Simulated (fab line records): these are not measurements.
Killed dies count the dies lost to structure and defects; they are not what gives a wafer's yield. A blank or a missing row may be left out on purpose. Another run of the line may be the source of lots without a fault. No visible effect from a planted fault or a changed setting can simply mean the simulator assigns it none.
Which tool did it? || flow sky130 || Sampling: 6 lots, 18 wafers, 2 of 708 route steps

## WHAT THE GAUGES SHOWED, per wafer
SKY_POLY_CUT_OVL_MEAS_09.
{"lot": "L990", "measured": "day 24 23:55", "on": "overlay-02", "POLY_CUT_OVL (nm)": "-4 -7 -3"}
{"lot": "L992", "measured": "day 25 19:02", "on": "overlay-01", "POLY_CUT_OVL (nm)": "18 13 13"}
{"lot": "L104", "measured": "day 29 17:16", "on": "overlay-01", "POLY_CUT_OVL (nm)": "-4 5 -2"}
{"lot": "L106", "measured": "day 31 05:50", "on": "overlay-01", "POLY_CUT_OVL (nm)": "12 10 5"}
{"lot": "L109", "measured": "day 31 16:34", "on": "overlay-01", "POLY_CUT_OVL (nm)": "7 1 13"}
{"lot": "L111", "measured": "day 32 02:59", "on": "overlay-01", "POLY_CUT_OVL (nm)": "13 15 11"}

## WHICH TOOL RAN EACH LOT (tool, then ch and the chambers of the sampled wafers, then the start)
{"lot": "L990", "SKY_LDD_HVP_STRIP_09": "plasmaAsher-04 ch 0,1, day 22 08:20"}
{"lot": "L992", "SKY_LDD_HVP_STRIP_09": "plasmaAsher-04 ch 0,1, day 23 03:29"}
{"lot": "L104", "SKY_LDD_HVP_STRIP_09": "plasmaAsher-01 ch 0,1, day 27 05:44"}
{"lot": "L106", "SKY_LDD_HVP_STRIP_09": "plasmaAsher-04 ch 0,1, day 28 19:31"}
{"lot": "L109", "SKY_LDD_HVP_STRIP_09": "plasmaAsher-02 ch 0,1, day 29 05:56"}
{"lot": "L111", "SKY_LDD_HVP_STRIP_09": "plasmaAsher-02 ch 0,1, day 29 16:59"}
- SKY_LDD_HVP_STRIP_09: strips in O2/N2.

## THE ANSWER, worked out from the rows above alone
Rule: usual is defined by the lots themselves. Put in order of their means at a reading, lots are off if they are a third of the lots or fewer, leave a main group of 4 or more, and stand apart from it by a gap of 3 or more times the standard deviation of the main group's means; of several such gaps the widest counts. If all means in a main group match to the digits the tables above print for the reading, that group is not used. A lot without any number at a reading at which 4 lots or more have one is off too. All remaining lots with rows at the step are treated as sound.
No lot is off at any reading shown: from this, nothing can be told.

## WHAT THE SIMULATOR HAD PUT IN
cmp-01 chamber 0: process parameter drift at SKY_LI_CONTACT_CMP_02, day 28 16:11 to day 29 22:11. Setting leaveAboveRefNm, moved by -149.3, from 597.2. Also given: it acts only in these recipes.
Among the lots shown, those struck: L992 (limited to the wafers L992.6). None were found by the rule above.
